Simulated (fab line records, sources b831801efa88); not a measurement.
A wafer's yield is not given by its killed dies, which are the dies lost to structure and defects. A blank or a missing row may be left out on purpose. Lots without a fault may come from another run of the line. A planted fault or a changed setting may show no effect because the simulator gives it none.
Problem report in the 8D (eight disciplines) form, filled by code | flow sky130 | the parts of the form that need people (team, actions taken, sign-off) are left out

1. PROBLEM STATEMENT
CONTACT_HDPCVD_THK at SKY_CONTACT_THK_MEAS_03 reads a mean of 448 nm on 2 wafers of 2 lots; wafers without a fault read 563 nm with a standard deviation of 4.9. That is -23 standard deviations from the usual mean.
Earliest sighting: wafer L225.2 on film metro-04 at day 33 07:45. Wafers with a number at this step in the record: 33, from 11 lots. By rule, "out" or "out of limits" means more than 4 standard deviations away from the usual mean. All remaining wafers that have a number are taken as sound.

2. WHAT IT IS, AND WHAT IT ISN'T
question                    | is                 | is not
which readings at this step | CONTACT_HDPCVD_THK | -
which lots                  | L225, L226         | L215, L216, L219, L220, L222, L223, L234, L236, L238
which wafers of those lots  | L225.2, L226.1     | L225.1, L225.3, L226.2, L226.5
read on which gauges        | film metro-04      | film metro-01, film metro-03
when                        | from day 33 07:45  | up to then (20 sound wafers); but 11 sound wafers of L226, L234, L236, L238 came after

3. SUSPECTS, AND WHAT RULES EACH OUT
Counting: a tool at a process step up to the reading stays a suspect if it ran every lot that is out. Sound lots after the first of them don't rule it out here, since some wafers of a struck lot are sound.
- ruled out: the gauge at SKY_CONTACT_THK_MEAS_03. All the wafers that are out were read on film metro-04, but those of them that SKY_CONTACT_HDPCVD_02 has rows for are out there too, on other tools.
- hdpcvd-02 at SKY_CONTACT_HDPCVD_02 (deposits SiO2, target thk 565 nm, time 94.2 s): kept. Every lot that is out went through it, the first being L225 (day 33 07:41); the last sound lot it ran before that was L223 (day 33 04:28). Its own sih4 flow sccm readings are out on those wafers.
- Within hdpcvd-02 at SKY_CONTACT_HDPCVD_02: the wafers that are out ran in chamber 0; their sound lot-mates ran in chambers 1, 2.
After counting, what remains is hdpcvd-02 at SKY_CONTACT_HDPCVD_02.

4. THE CAUSE (what the simulator had put in)
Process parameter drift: hdpcvd-02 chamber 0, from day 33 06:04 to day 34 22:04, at SKY_CONTACT_HDPCVD_02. A move of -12 in setting sih4 flow sccm, from 60. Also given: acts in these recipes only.
This tool alone remained once counting was done.

5. THE EFFECT CHAIN, in route order
Each row: a reading where the mean over the struck wafers with a number is more than 3 standard deviations away from the usual. Only readings whose record carries a usual standard deviation are examined. hours: median over the lots of the time between each lot's start at the first step of this table that gives one and its start at this step. sigmas: the change, counted in usual standard deviations.
hours | step                    | reading            | usual      | on struck wafers | change | sigmas
0     | SKY_CONTACT_HDPCVD_02   | sih4 flow sccm     | 59.98 sccm | 47.95            | -12.02 | -67
0     | SKY_CONTACT_THK_MEAS_03 | CONTACT_HDPCVD_THK | 563 nm     | 448              | -114   | -23
3     | SKY_CONTACT_CMP_04      | time to endpoint s | 83 s       | 36               | -46    | -13
Process steps it contains:
- SKY_CONTACT_HDPCVD_02: deposits SiO2, target thk 565 nm, time 94.2 s.
- SKY_CONTACT_CMP_04: polishes SiO2.

6. HOW IT WOULD HAVE BEEN CAUGHT EARLIER
2 hours passed between the start of the fault at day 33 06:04 and the first reading out of limits at a measuring or inspecting step in this record, taken at day 33 07:45.
Tool's own readings at SKY_CONTACT_HDPCVD_02, sih4 flow sccm: out on all struck wafers the step has rows for; an alarm limit on them would have tripped on the first.
L226, from the lots that are out (2), started SKY_CONTACT_HDPCVD_02 on hdpcvd-02 later than day 33 07:45. Holding the tool at that time would have saved it.
